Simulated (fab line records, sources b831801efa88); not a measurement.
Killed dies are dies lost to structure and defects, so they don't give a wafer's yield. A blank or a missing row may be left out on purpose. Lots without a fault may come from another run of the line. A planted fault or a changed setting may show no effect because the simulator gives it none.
Which tool did it? | flow gf180mcu | 14 lots, 42 wafers sampled, at 2 steps of a route of 602

WHAT THE GAUGES READ, wafer by wafer
GF_M4_CD_MEAS_14: target cd 280 nm.
lot  | measured     | on        | cd_nm (nm)
L659 | day 23 07:35 | cd_sem-02 | 278.9 278.1 278.0
L661 | day 23 23:31 | cd_sem-02 | 278.3 280.5 281.0
L664 | day 25 06:03 | cd_sem-02 | 279.9 281.1 280.6
L665 | day 25 12:19 | cd_sem-01 | 280.5 280.0 280.5
L666 | day 25 19:35 | cd_sem-02 | 280.6 280.2 280.2
L667 | day 26 01:30 | cd_sem-02 | 279.4 278.3 279.0
L674 | day 28 06:00 | cd_sem-01 | 279.3 279.2 279.3
L675 | day 28 09:33 | cd_sem-02 | 282.0 282.2 281.3
L676 | day 28 17:43 | cd_sem-01 | 280.0 277.3 278.6
L678 | day 29 07:20 | cd_sem-02 | 280.2 278.7 279.2
L677 | day 29 08:41 | cd_sem-01 | 278.2 277.6 278.4
L680 | day 30 01:31 | cd_sem-01 | 278.8 278.0 278.7
L681 | day 30 06:55 | cd_sem-02 | 278.4 279.5 277.8
L682 | day 30 12:26 | cd_sem-01 | 279.8 280.1 280.6

WHICH TOOL RAN EACH LOT (tool, then ch and the chambers of the sampled wafers, then the start)
lot  | GF_M4_SPUTTER_00
L659 | pvd_sputter-01, day 22 08:11
L661 | pvd_sputter-01, day 23 00:36
L664 | pvd_sputter-03, day 24 08:17
L665 | pvd_sputter-04, day 24 14:51
L666 | pvd_sputter-01, day 24 21:50
L667 | pvd_sputter-04, day 25 04:01
L674 | pvd_sputter-01, day 27 10:01
L675 | pvd_sputter-03, day 27 14:07
L676 | pvd_sputter-04, day 27 22:25
L678 | pvd_sputter-03, day 28 12:01
L677 | pvd_sputter-04, day 28 13:13
L680 | pvd_sputter-03, day 29 07:19
L681 | pvd_sputter-04, day 29 11:43
L682 | pvd_sputter-01, day 29 18:10
- GF_M4_SPUTTER_00: material Ti, target thk 37.5 nm, time 150 s.

WHAT THE TOOLS THEMSELVES READ (means of the sampled wafers that have a number; where no wafer has one, the mark that the record gives instead)
GF_M4_SPUTTER_00.
lot  | tool           | cathode_dc_power_W (W) | throttle_valve_pct (%)
L659 | pvd_sputter-01 | 4000.4                 | 29.1
L661 | pvd_sputter-01 | 3999.8                 | 29.2
L664 | pvd_sputter-03 | 4000.0                 | 28.7
L665 | pvd_sputter-04 | 3999.9                 | 28.8
L666 | pvd_sputter-01 | 3999.5                 | 29.5
L667 | pvd_sputter-04 | 4000.0                 | 28.5
L674 | pvd_sputter-01 | 4000.1                 | 29.2
L675 | pvd_sputter-03 | 3999.7                 | 29.0
L676 | pvd_sputter-04 | 4000.3                 | 30.6
L678 | pvd_sputter-03 | 4000.1                 | 29.3
L677 | pvd_sputter-04 | 3999.4                 | 31.0
L680 | pvd_sputter-03 | 4000.7                 | 29.5
L681 | pvd_sputter-04 | 4001.1                 | 29.8
L682 | pvd_sputter-01 | 4000.3                 | 29.4

THE ANSWER, worked out from the rows above alone
Rule: what is usual is taken from the lots themselves. Put in order of their means at a reading, lots are off if they are a third of the lots or fewer, leave a main group of 4 or more, and stand apart from it by a gap of 3 or more times the standard deviation of the main group's means; of several such gaps the widest counts. A main group whose means are all the same, to the digits that the tables above print for the reading, isn't used. A lot without any number at a reading at which 4 lots or more have one is off too. The other lots that the step has rows for count as sound. The gauges are gone through in route order, then the tools' own readings, and for those a lot's mean is taken as printed above. The first step at which some lot is off is used, and at that step the reading that is off furthest; a lot without a number counts as furthest.
No lot is off at any reading shown: from this, nothing can be told.

WHAT THE SIMULATOR HAD PUT IN
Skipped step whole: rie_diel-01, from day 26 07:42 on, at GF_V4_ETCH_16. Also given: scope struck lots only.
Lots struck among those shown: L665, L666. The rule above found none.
